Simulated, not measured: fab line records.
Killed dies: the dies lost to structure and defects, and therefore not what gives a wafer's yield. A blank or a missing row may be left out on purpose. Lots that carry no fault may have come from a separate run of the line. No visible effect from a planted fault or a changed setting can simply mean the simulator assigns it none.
Chamber matching -- flow gf180mcu -- GF_V1_CMP_04 on cmp-02: 4 sister chambers
The step polishes SiO2. 4 wafers are shown with their chamber, then 12 later ones without.

## WAFERS, EACH WITH ITS CHAMBER
wafer,chamber,motor-current-A (A)
L092.3,0,12.7
L092.4,1,12.7
L092.5,3,12.9
L092.6,2,11.0

## WAFERS WITHOUT THEIR CHAMBER
wafer,motor-current-A (A)
L094.1,12.5
L094.2,13.8
L094.3,12.9
L093.1,14.7
L093.2,10.9
L093.6,10.6
L095.1,13.6
L095.4,10.8
L095.6,13.3
L097.1,13.6
L097.3,10.6
L097.4,13.7

## THE CHAMBER EACH PASSED THROUGH
wafer,from the rows above,in truth
L094.1,can't be placed: 0 or 1 or 3 or 2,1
L094.2,can't be placed: 3 or 0 or 1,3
L094.3,can't be placed: 3 or 0 or 1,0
L093.1,can't be placed: 3 or 0 or 1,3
L093.2,2,2
L093.6,2,2
L095.1,can't be placed: 3 or 0 or 1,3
L095.4,2,2
L095.6,can't be placed: 3 or 0 or 1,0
L097.1,can't be placed: 3 or 0 or 1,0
L097.3,2,2
L097.4,can't be placed: 3 or 0 or 1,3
Correct placement for 4 of the 12. Not placeable from these rows: 8 (in 8, the candidates include the true chamber). Number placed wrongly: 0.
How it was worked out, from the rows above alone: a wafer's distance from a chamber is the root of the sum, over the readings, of the square of ((its reading less the chamber's mean) divided by the reading's scatter). If the next closest chamber is less than 2 further off than the closest, the wafer can't be placed; otherwise it belongs to the closest. The mean given for a chamber averages the wafers shown for that chamber. The scatter (one wafer shown for each chamber): square how far every hidden wafer sits from the nearest shown wafer, average those squares and take the square root.
